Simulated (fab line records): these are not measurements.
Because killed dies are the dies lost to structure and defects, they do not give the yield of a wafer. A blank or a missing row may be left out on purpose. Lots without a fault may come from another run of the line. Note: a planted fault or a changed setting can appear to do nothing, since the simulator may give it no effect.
Check for tools in common | flow sky130 | 12 lots, 36 wafers sampled

## WHY THIS WAS OPENED
3 of 12 lots carry a flag on the reading LI_CONTACT_W_RS at SKY_LI_CONTACT_RS_MEAS_22. No-fault wafers: 0.2846 ohm/sq, standard deviation 0.0028.
Rule: a lot is flagged in two cases, either no wafer of it has a number, or all its wafers with numbers fall more than 4 standard deviations from that mean. As for the other lots, they are considered sound.

lot  | measured     | on            | LI_CONTACT_W_RS (ohm/sq), wafer by wafer | flag
L109 | day 29 14:26 | film_metro-04 | 0.2859 0.2835 0.2856                     |
L111 | day 29 21:54 | film_metro-02 | 0.2781 0.2805 0.2789                     |
L113 | day 30 06:21 | film_metro-04 | 0.3250 0.3217 0.3246                     | FLAGGED
L115 | day 31 05:01 | film_metro-02 | 0.3233 0.3195 0.3237                     | FLAGGED
L116 | day 31 17:08 | film_metro-04 | 0.3230 0.3199 0.3180                     | FLAGGED
L123 | day 34 06:04 | film_metro-02 | 0.2863 0.2867 0.2838                     |
L126 | day 34 19:52 | film_metro-02 | 0.2895 0.2854 0.2829                     |
L127 | day 35 03:42 | film_metro-02 | 0.2862 0.2807 0.2816                     |
L128 | day 35 09:32 | film_metro-02 | 0.2845 0.2813 0.2882                     |
L129 | day 35 12:07 | film_metro-03 | 0.2829 0.2810 0.2839                     |
L131 | day 36 03:31 | film_metro-02 | 0.2820 0.2840 0.2854                     |
L132 | day 36 10:44 | film_metro-04 | 0.2884 0.2883 0.2858                     |
The mean of the flagged lots' numbers is 0.3221 ohm/sq, +0.0375 ohm/sq from the usual (+13 standard deviations).

## WHICH TOOL RAN EACH LOT
The record holds 1 process step before the reading, out of a route of 708 steps. Cell contents, in order: the tool; ch with the chambers the sampled wafers went through; the start.
lot  | flag    | SKY_LI_CONTACT_CVD_21
L109 |         | cvd_w-02 ch 0,1, day 29 14:18
L111 |         | cvd_w-02 ch 0,1, day 29 21:46
L113 | FLAGGED | cvd_w-02 ch 0, day 30 06:12
L115 | FLAGGED | cvd_w-02 ch 0,1, day 31 04:52
L116 | FLAGGED | cvd_w-02 ch 0,1, day 31 16:59
L123 |         | cvd_w-02 ch 1, day 34 05:55
L126 |         | cvd_w-02 ch 0,1, day 34 19:43
L127 |         | cvd_w-02 ch 0,1, day 35 03:35
L128 |         | cvd_w-02 ch 0,1, day 35 09:23
L129 |         | cvd_w-02 ch 0,1, day 35 12:00
L131 |         | cvd_w-01 ch 0,1, day 36 03:23
L132 |         | cvd_w-01 ch 0,1, day 36 10:35
What is done by these steps:
- SKY_LI_CONTACT_CVD_21: deposits W, target thk 400 nm, time 120.56 s.
- SKY_LI_CONTACT_RS_MEAS_22: measures by four-point-probe.

## FLAGGED OVER TOTAL, TOOL BY TOOL (the gauges that took the reading come last)
step                      | tool          | lots run | flagged | share of the flagged lots | sound lots run after its first flagged lot
SKY_LI_CONTACT_CVD_21     | cvd_w-01      | 2        | 0       | none                      | -
SKY_LI_CONTACT_CVD_21     | cvd_w-02      | 10       | 3       | all                       | 5 (L123,L126,L127,L128,L129)
SKY_LI_CONTACT_RS_MEAS_22 | film_metro-02 | 7        | 1       | some                      | 5 (L123,L126,L127,L128,L131)
SKY_LI_CONTACT_RS_MEAS_22 | film_metro-03 | 1        | 0       | none                      | -
SKY_LI_CONTACT_RS_MEAS_22 | film_metro-04 | 4        | 2       | some                      | 1 (L132)

## WHAT THE TABLE PERMITS
All flagged lots share 1 row of the table, namely cvd_w-02 at SKY_LI_CONTACT_CVD_21.
- cvd_w-02 at SKY_LI_CONTACT_CVD_21 ran 10 lots, 3 of them flagged. Lots that were sound ran on it after the first flagged one (L123, L126, L127, L128, L129); a persistent fault on the entire tool would not allow that. Its own readings (chamber_pressure_Torr) fall more than 4 standard deviations out on all wafers of the flagged lots.
Every row of the table either missed a flagged lot or ran a sound lot after the first.

## WHAT THE SIMULATOR PUT IN
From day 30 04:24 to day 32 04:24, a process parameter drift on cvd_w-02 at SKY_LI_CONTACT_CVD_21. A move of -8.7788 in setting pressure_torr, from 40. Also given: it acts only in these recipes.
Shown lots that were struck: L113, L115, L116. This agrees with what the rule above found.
